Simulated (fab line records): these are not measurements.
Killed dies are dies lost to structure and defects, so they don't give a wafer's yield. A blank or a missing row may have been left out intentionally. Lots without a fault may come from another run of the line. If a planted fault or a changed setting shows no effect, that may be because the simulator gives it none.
Which of the tools did it? | flow gf180mcu | 36 wafers sampled from 12 lots at 1 step of a route of 602

== WHAT THE GAUGES READ, wafer by wafer ==
GF_V1_OVL_MEAS_15.
lot  | measured     | on         | V1_OVL (nm)
L075 | day 18 16:47 | overlay-01 | -4 -7 -6
L077 | day 19 16:41 | overlay-01 | 5 9 -5
L079 | day 20 14:13 | overlay-01 | 9 4 11
L081 | day 21 02:34 | overlay-01 | -1 2 5
L083 | day 21 22:35 | overlay-02 | -1 -5 -2
L085 | day 22 12:53 | overlay-02 | -1 6 0
L087 | day 23 01:15 | overlay-02 | 4 5 4
L089 | day 23 20:16 | overlay-02 | -3 -2 -8
L091 | day 24 12:40 | overlay-02 | 3 6 1
L093 | day 25 03:37 | overlay-01 | 4 5 6
L095 | day 25 16:58 | overlay-01 | -1 0 2
L097 | day 26 09:34 | overlay-01 | 3 2 3

== WHICH TOOL RAN EACH LOT (tool, then ch and the chambers of the sampled wafers, then the start) ==
The record shows no process step preceding these readings.

== THE ANSWER, worked out from the rows above alone ==
Rule: the lots themselves supply what counts as usual. The widest of any qualifying gaps counts: lots, ordered by their means at a reading, are off when they make up no more than a third of the lots, leave a main group of 4 or more, and stand apart from it by 3 or more times the standard deviation of that group's means. A main group whose means are all the same, to the digits that the tables above print for the reading, isn't used. A lot without any number at a reading at which 4 lots or more have one is off too. All remaining lots with rows at the step are treated as sound.
None of the lots is off at any reading shown; this tells nothing.

== WHAT THE SIMULATOR PUT IN ==
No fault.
